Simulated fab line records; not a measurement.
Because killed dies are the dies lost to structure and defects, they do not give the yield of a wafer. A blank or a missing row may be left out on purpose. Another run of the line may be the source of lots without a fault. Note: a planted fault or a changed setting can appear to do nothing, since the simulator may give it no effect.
fab line records | flow gf180mcu | part 2 of 2: steps 30 to 42 of 42
record: lots: 5 | wafers: 15 | last-day: 33
route steps=602 shown POLY_GATE@171 HV_LDD@176
lots that met no fault: from a run of the same line without faults
start-h: the number of hours between the record's first day and the start of the first shown wafer of the lot | wait-h: hours from the lot's prior step to this one | " identical to the entry in the row above | L1.1+2: several wafers, shown together as one row | - no value, or no start was given | * or withheld: withheld | < > ~ a bound
route shown NAME@n: a module of which the file shows steps, and the number in the route of the first | usual: mean/standard deviation of fault-free wafers | same: alike in all rows | chamber/n: place in a boat | sites: readings site by site | _std_site: standard deviation of those values | _edge_site: the outer-site mean with the inner-site mean subtracted | radius-mm: for every site, how far away it sits from the centre of the wafer | mask NAME#n: copy n | behind: the most recent tool/chamber to have shaped the wafer | hold: what put the lot on hold/how long, in hours/how the hold closed | device: which transistor (n, p or np) failed to switch | end of line: the same wafers' tests at the end of the route | a step without rows: its recipe alone | killed: at the first sort, the dies lost to defects and structure; wafer yield is something else | map: a wafer's dies, x killed, . not, _ none there
set.NAME: the run value of the setting; set.NAME@STEP: its run value at that earlier step | model.NAME: the simulator's own value behind a step, which no gauge read
a table for each step, a row for each wafer; lots at some steps of the route
services: when a tool's chamber went out of use (start-h, in hours from the record's first day, below 0 if earlier), for how many hours, and the reason
== steps ==
step: GF_HV_LDD_DEHYDRATE_24
recipe: temp-c: 200 | time-s: 60
usual: heater-power-total-W: 160.37/0.12
lot.wafer | tool           | chamber | start-h | wait-h | heater-power-total-W
L077.1    | litho-track-02 | 0       | 275.44  | 8.9    | 160.31
L077.2    | "              | 0       | "       | "      | 160.53
L077.3    | "              | 0       | "       | "      | 160.34
L080.1    | litho-track-04 | 0       | 288.76  | 9.9    | 160.36
L080.4    | "              | 0       | "       | "      | 160.67
L080.6    | "              | 0       | "       | "      | 160.44
L088.3    | litho-track-02 | 0       | 351.98  | 10.2   | 160.65
L088.5    | "              | 0       | "       | "      | 160.30
L088.6    | "              | 0       | "       | "      | 160.26
L089.1    | litho-track-03 | 0       | 362.06  | 10.5   | 160.57
L089.5    | "              | 0       | "       | "      | 160.43
L089.6    | "              | 0       | "       | "      | 160.54
L092.1    | litho-track-04 | 0       | 384.71  | 10.5   | 160.45
L092.2    | "              | 0       | "       | "      | 160.55
L092.3    | "              | 0       | "       | "      | 160.36
step: GF_HV_LDD_HMDS_25
recipe: prime-time-s: 60 | prime-temp-c: 120
lot.wafer  | tool           | chamber | start-h | wait-h
L077.1+2+3 | litho-track-02 | 0       | 275.59  | 0.1
L080.1+4+6 | litho-track-04 | 0       | 288.91  | 0.1
L088.3+5+6 | litho-track-02 | 0       | 352.13  | 0.1
L089.1+5+6 | litho-track-03 | 0       | 362.21  | 0.1
L092.1+2+3 | litho-track-04 | 0       | 384.86  | 0.1
step: GF_HV_LDD_COAT_26
recipe: resist: NOVOLAK | spin-rpm: 3000 | resist-thk-nm: 1000
lot.wafer  | tool           | chamber | start-h | wait-h
L077.1+2+3 | litho-track-02 | 0       | 275.74  | 0.1
L080.1+4+6 | litho-track-04 | 0       | 289.06  | 0.1
L088.3+5+6 | litho-track-02 | 0       | 352.28  | 0.1
L089.1+5+6 | litho-track-03 | 0       | 362.36  | 0.1
L092.1+2+3 | litho-track-04 | 0       | 385.01  | 0.1
step: GF_HV_LDD_SOFTBAKE_27
recipe: temp-c: 90 | time-s: 60 | resist: NOVOLAK
usual: heater-power-total-W: 56.60/0.043
lot.wafer | tool           | chamber | start-h | wait-h | heater-power-total-W
L077.1    | litho-track-02 | 0       | 275.89  | 0.1    | 56.66
L077.2    | "              | 0       | "       | "      | 56.55
L077.3    | "              | 0       | "       | "      | 56.67
L080.1    | litho-track-04 | 0       | 289.21  | 0.1    | 56.65
L080.4    | "              | 0       | "       | "      | 56.61
L080.6    | "              | 0       | "       | "      | 56.53
L088.3    | litho-track-02 | 0       | 352.43  | 0.1    | 56.63
L088.5    | "              | 0       | "       | "      | 56.60
L088.6    | "              | 0       | "       | "      | 56.62
L089.1    | litho-track-03 | 0       | 362.51  | 0.1    | 56.62
L089.5    | "              | 0       | "       | "      | 56.61
L089.6    | "              | 0       | "       | "      | 56.55
L092.1    | litho-track-04 | 0       | 385.16  | 0.1    | 56.52
L092.2    | "              | 0       | "       | "      | 56.58
L092.3    | "              | 0       | "       | "      | 56.63
step: GF_HV_LDD_EXPOSE_28
recipe: mask-id: Nplus_HV_AREA | target-cd-nm: 400 | na: 0.6 | source-shape: conventional | sigma-outer: 0.6 | dose-mj: 140
lot.wafer  | tool             | chamber | start-h | wait-h | mask
L077.1+2+3 | iline-stepper-01 | 0       | -       | -      | Nplus_HV_AREA#0
L080.1+4+6 | iline-stepper-02 | 0       | -       | -      | Nplus_HV_AREA#0
L088.3+5+6 | iline-stepper-02 | 0       | -       | -      | Nplus_HV_AREA#0
L089.1+5+6 | iline-stepper-01 | 0       | -       | -      | Nplus_HV_AREA#0
L092.1+2+3 | iline-stepper-02 | 0       | -       | -      | Nplus_HV_AREA#0
step: GF_HV_LDD_PEB_29
recipe: temp-c: withheld | time-s: * | resist: NOVOLAK
lot.wafer  | tool           | chamber | start-h | wait-h
L077.1+2+3 | litho-track-02 | 0       | -       | -
L080.1+4+6 | litho-track-03 | 0       | -       | -
L088.3+5+6 | litho-track-03 | 0       | -       | -
L089.1+5+6 | litho-track-02 | 0       | -       | -
L092.1+2+3 | litho-track-02 | 0       | -       | -
step: GF_HV_LDD_DEVELOP_30
recipe: develop-time-s: 60 | dev-temp-c: 23
lot.wafer  | tool           | chamber | start-h | wait-h
L077.1+2+3 | litho-track-02 | 0       | 285.74  | 0.1
L080.1+4+6 | litho-track-03 | 0       | 298.56  | 0.1
L088.3+5+6 | litho-track-03 | 0       | 362.86  | 0.1
L089.1+5+6 | litho-track-02 | 0       | 373.08  | 0.1
L092.1+2+3 | litho-track-02 | 0       | 396.78  | 0.1
step: GF_HV_LDD_CD_MEAS_31
recipe: target-cd-nm: 400
usual: cd-nm: 400.2/2.5
lot.wafer | tool      | chamber | start-h | wait-h | cd-nm
L077.1    | cd-sem-02 | -       | 285.89  | 0.1    | 400.4
L077.2    | "         | -       | "       | "      | 401.6
L077.3    | "         | -       | "       | "      | 400.3
L080.1    | cd-sem-01 | -       | 298.71  | 0.1    | 398.5
L080.4    | "         | -       | "       | "      | 398.2
L080.6    | "         | -       | "       | "      | 399.9
L088.3    | cd-sem-02 | -       | 363.00  | 0.1    | 400.9
L088.5    | "         | -       | "       | "      | 402.2
L088.6    | "         | -       | "       | "      | 401.6
L089.1    | cd-sem-02 | -       | 373.23  | 0.1    | 398.1
L089.5    | "         | -       | "       | "      | 397.4
L089.6    | "         | -       | "       | "      | 398.3
L092.1    | cd-sem-01 | -       | 397.10  | 0.3    | 400.3
L092.2    | "         | -       | "       | "      | 398.8
L092.3    | "         | -       | "       | "      | 400.7
step: GF_HV_LDD_OVL_MEAS_32
usual: HV_LDD_02_OVL: 0.2/1.4
lot.wafer | tool       | chamber | start-h | wait-h | HV_LDD_02_OVL[nm]
L077.1    | overlay-01 | -       | 286.01  | 0.1    | 0.9
L077.2    | "          | -       | "       | "      | 0.1
L077.3    | "          | -       | "       | "      | 0.7
L080.1    | overlay-02 | -       | 298.83  | 0.1    | 1.4
L080.4    | "          | -       | "       | "      | -1.4
L080.6    | "          | -       | "       | "      | 0.0
L088.3    | overlay-01 | -       | 363.09  | 0.1    | 0.9
L088.5    | "          | -       | "       | "      | -2.0
L088.6    | "          | -       | "       | "      | -0.7
L089.1    | overlay-01 | -       | 373.35  | 0.1    | 0.4
L089.5    | "          | -       | "       | "      | 0.6
L089.6    | "          | -       | "       | "      | 0.2
L092.1    | overlay-01 | -       | 397.22  | 0.1    | -1.6
L092.2    | "          | -       | "       | "      | 0.0
L092.3    | "          | -       | "       | "      | -2.0
step: GF_HV_LDD_IMPLANT_33
recipe: species: P | energy-kev: 60 | dose-cm2: 7.5e+12 | tilt-deg: 30 | rotation-deg: 0
usual: tilt-deg: 29.994/0.021
lot.wafer | tool         | chamber | start-h | wait-h | tilt-deg
L077.1    | implanter-03 | 0       | 286.04  | 0.0    | 30.019
L077.2    | "            | 0       | "       | "      | 29.997
L077.3    | "            | 0       | "       | "      | 29.995
L080.1    | implanter-04 | 0       | 298.87  | 0.0    | 29.996
L080.4    | "            | 0       | "       | "      | 29.974
L080.6    | "            | 0       | "       | "      | 29.974
L088.3    | implanter-04 | 0       | 363.17  | 0.1    | 29.998
L088.5    | "            | 0       | "       | "      | 30.000
L088.6    | "            | 0       | "       | "      | 29.956
L089.1    | implanter-04 | 0       | 373.39  | 0.0    | 30.007
L089.5    | "            | 0       | "       | "      | 30.000
L089.6    | "            | 0       | "       | "      | 29.997
L092.1    | implanter-03 | 0       | 397.26  | 0.0    | 29.945
L092.2    | "            | 0       | "       | "      | 29.990
L092.3    | "            | 0       | "       | "      | 29.991
step: GF_HV_LDD_IMPLANT_34
recipe: species: P | energy-kev: 60 | dose-cm2: 7.5e+12 | tilt-deg: 30 | rotation-deg: 90
usual: tilt-deg: 29.998/0.024
lot.wafer | tool         | chamber | start-h | wait-h | tilt-deg
L077.1    | implanter-03 | 0       | 286.19  | 0.1    | 29.957
L077.2    | "            | 0       | "       | "      | 29.963
L077.3    | "            | 0       | "       | "      | 29.942
L080.1    | implanter-04 | 0       | 299.02  | 0.1    | 30.028
L080.4    | "            | 0       | "       | "      | 30.001
L080.6    | "            | 0       | "       | "      | 30.034
L088.3    | implanter-04 | 0       | 363.32  | 0.1    | 29.998
L088.5    | "            | 0       | "       | "      | 29.984
L088.6    | "            | 0       | "       | "      | 29.981
L089.1    | implanter-04 | 0       | 373.54  | 0.1    | 29.986
L089.5    | "            | 0       | "       | "      | 29.976
L089.6    | "            | 0       | "       | "      | 29.980
L092.1    | implanter-03 | 0       | 397.41  | 0.1    | 30.009
L092.2    | "            | 0       | "       | "      | 30.021
L092.3    | "            | 0       | "       | "      | 29.977
step: GF_HV_LDD_IMPLANT_35
recipe: species: P | energy-kev: 60 | dose-cm2: 7.5e+12 | tilt-deg: 30 | rotation-deg: 180
usual: tilt-deg: 30.004/0.024
lot.wafer | tool         | chamber | start-h | wait-h | tilt-deg
L077.1    | implanter-03 | 0       | 286.34  | 0.1    | 30.052
L077.2    | "            | 0       | "       | "      | 30.000
L077.3    | "            | 0       | "       | "      | 30.008
L080.1    | implanter-04 | 0       | 299.17  | 0.1    | 30.005
L080.4    | "            | 0       | "       | "      | 29.988
L080.6    | "            | 0       | "       | "      | 29.992
L088.3    | implanter-04 | 0       | 363.47  | 0.1    | 30.033
L088.5    | "            | 0       | "       | "      | 29.997
L088.6    | "            | 0       | "       | "      | 30.026
L089.1    | implanter-04 | 0       | 373.69  | 0.1    | 30.026
L089.5    | "            | 0       | "       | "      | 29.982
L089.6    | "            | 0       | "       | "      | 30.023
L092.1    | implanter-03 | 0       | 397.56  | 0.1    | 29.996
L092.2    | "            | 0       | "       | "      | 30.025
L092.3    | "            | 0       | "       | "      | 30.006
step: GF_HV_LDD_IMPLANT_36
recipe: species: P | energy-kev: 60 | dose-cm2: 7.5e+12 | tilt-deg: 30 | rotation-deg: 270
usual: tilt-deg: 30.001/0.021
lot.wafer | tool         | chamber | start-h | wait-h | tilt-deg
L077.1    | implanter-03 | 0       | 286.49  | 0.1    | 29.971
L077.2    | "            | 0       | "       | "      | 29.984
L077.3    | "            | 0       | "       | "      | 29.950
L080.1    | implanter-04 | 0       | 299.32  | 0.1    | 30.011
L080.4    | "            | 0       | "       | "      | 30.020
L080.6    | "            | 0       | "       | "      | 29.997
L088.3    | implanter-04 | 0       | 363.62  | 0.1    | 29.987
L088.5    | "            | 0       | "       | "      | 29.939
L088.6    | "            | 0       | "       | "      | 29.969
L089.1    | implanter-04 | 0       | 373.84  | 0.1    | 29.983
L089.5    | "            | 0       | "       | "      | 29.980
L089.6    | "            | 0       | "       | "      | 29.996
L092.1    | implanter-03 | 0       | 397.71  | 0.1    | 29.999
L092.2    | "            | 0       | "       | "      | 29.985
L092.3    | "            | 0       | "       | "      | 30.008
== services ==
tool             | chamber | start-h | hours | kind
wet-bench-03     | -       | 216.29  | 4.2   | repair
iline-stepper-02 | 0       | 217.77  | -     | calibration
plasma-asher-01  | -       | 220.05  | 14.6  | pm
furnace-01       | -       | 221.07  | 3.8   | pm
iline-stepper-02 | -       | 240.21  | 1.7   | pm
wet-bench-02     | -       | 264.04  | 32.4  | pm
iline-stepper-02 | -       | 278.15  | 7.5   | repair
furnace-02       | -       | 292.47  | 2.5   | pm
plasma-asher-02  | -       | 300.09  | 7.6   | repair
iline-stepper-01 | -       | 300.42  | 1.7   | pm
plasma-asher-03  | -       | 301.02  | 7.3   | repair
implanter-04     | -       | 303.31  | 4.0   | repair
iline-stepper-01 | 0       | 304.90  | -     | calibration
plasma-asher-03  | -       | 308.31  | 2.8   | pm
implanter-04     | -       | 320.00  | 4.6   | pm
implanter-04     | -       | 329.46  | 4.9   | pm
plasma-asher-03  | -       | 333.09  | 1.4   | repair
implanter-03     | -       | 335.59  | 1.6   | repair
furnace-01       | -       | 342.19  | 3.0   | pm
plasma-asher-03  | -       | 355.68  | 3.4   | repair
implanter-04     | -       | 359.64  | 3.3   | repair
furnace-02       | -       | 385.47  | 13.8  | repair
implanter-02     | -       | 386.10  | 8.2   | repair
implanter-04     | -       | 394.05  | 0.7   | repair
